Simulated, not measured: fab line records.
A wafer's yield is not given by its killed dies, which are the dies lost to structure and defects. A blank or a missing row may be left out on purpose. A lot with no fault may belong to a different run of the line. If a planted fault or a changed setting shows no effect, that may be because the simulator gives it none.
Which tool was responsible? ; flow sky130 ; 18 wafers from 6 lots sampled at 3 of the route's 708 steps

WHAT THE GAUGES READ, wafer by wafer
SKY_LDD_N_TW_MEAS_17.
lot;measured;on;LDD_N_TW
L340;day 18 06:02;film-metro-04;2581 2568 2572
L342;day 19 11:40;film-metro-02;2591 2592 2592
L344;day 20 06:47;film-metro-01;2606 2594 2597
L346;day 20 21:06;film-metro-04;2573 2574 2583
L350;day 22 04:22;film-metro-04;2567 2585 2563
L357;day 24 20:38;film-metro-02;2582 2586 2596

WHICH TOOL RAN EACH LOT (tool, then ch and the chambers of the sampled wafers, then the start)
lot;SKY_LDD_N_IMPLANT_13;SKY_LDD_N_STRIP_16
L340;implanter-02 ch 0, day 18 05:31;plasma-asher-01 ch 0,1, day 18 05:57
L342;implanter-01 ch 0, day 19 11:07;plasma-asher-04 ch 0,1, day 19 11:34
L344;implanter-01 ch 0, day 20 06:16;plasma-asher-02 ch 0,1, day 20 06:42
L346;implanter-02 ch 0, day 20 20:33;plasma-asher-01 ch 0,1, day 20 21:00
L350;implanter-02 ch 0, day 22 03:49;plasma-asher-01 ch 0,1, day 22 04:16
L357;implanter-02 ch 0, day 24 20:05;plasma-asher-04 ch 0,1, day 24 20:31
- SKY_LDD_N_IMPLANT_13
- SKY_LDD_N_STRIP_16: strips in O2/N2.

THE ANSWER, worked out from the rows above alone
Rule: the lots themselves supply what counts as usual. Put in order of their means at a reading, lots are off if they are a third of the lots or fewer, leave a main group of 4 or more, and stand apart from it by a gap of 3 or more times the standard deviation of the main group's means; of several such gaps the widest counts. Not used: any main group whose means are identical at the precision the tables above print for the reading. Also off: a lot with no number at a reading for which 4 or more lots have one. Any other lot the step has rows for is counted as sound.
No lot is off at any reading shown: from this, nothing can be told.

WHAT THE SIMULATOR PUT IN
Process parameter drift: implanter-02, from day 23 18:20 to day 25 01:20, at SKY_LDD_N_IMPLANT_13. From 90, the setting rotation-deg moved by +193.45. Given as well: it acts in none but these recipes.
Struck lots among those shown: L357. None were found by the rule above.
